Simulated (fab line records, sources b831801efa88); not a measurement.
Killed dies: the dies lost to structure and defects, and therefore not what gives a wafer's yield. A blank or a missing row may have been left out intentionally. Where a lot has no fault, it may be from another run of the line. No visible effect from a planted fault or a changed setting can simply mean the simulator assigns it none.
What tool caused it?	flow sky130	7 lots with 21 wafers sampled at 2 steps, on a route of 708 steps

WHAT THE GAUGES READ, wafer by wafer
SKY_POLY_CUT_OVL_MEAS_09.
lot	measured	on	POLY_CUT_OVL (nm)
L570	day 25 12:44	overlay-01	-7 -5 4
L572	day 25 14:23	overlay-02	6 6 2
L577	day 27 07:44	overlay-01	4 0 10
L581	day 28 11:08	overlay-02	8 10 10
L588	day 30 22:44	overlay-02	-1 0 1
L590	day 32 07:38	overlay-02	9 4 10
L591	day 33 02:32	overlay-02	3 4 2

WHICH TOOL RAN EACH LOT (tool, then ch and the chambers of the sampled wafers, then the start)
lot	SKY_RES_PROTECT_PEB_05
L570	litho track-04 ch 0, day 16 02:59
L572	litho track-04 ch 0, day 16 07:58
L577	litho track-01 ch 0, day 18 03:35
L581	litho track-04 ch 0, day 19 10:29
L588	litho track-01, day 22 00:55
L590	litho track-02 ch 0, day 23 15:58
L591	litho track-01 ch 0, day 24 11:46
- SKY_RES_PROTECT_PEB_05

THE ANSWER, worked out from the rows above alone
Rule: what is usual is taken from the lots themselves. The widest of any qualifying gaps counts: lots, ordered by their means at a reading, are off when they make up no more than a third of the lots, leave a main group of 4 or more, and stand apart from it by 3 or more times the standard deviation of that group's means. Not used: any main group whose means are identical at the precision the tables above print for the reading. A lot without any number at a reading at which 4 lots or more have one is off too. Where the step has rows for the other lots, those lots are counted as sound.
None of the lots is off at any reading shown; this tells nothing.

WHAT WAS PUT IN BY THE SIMULATOR
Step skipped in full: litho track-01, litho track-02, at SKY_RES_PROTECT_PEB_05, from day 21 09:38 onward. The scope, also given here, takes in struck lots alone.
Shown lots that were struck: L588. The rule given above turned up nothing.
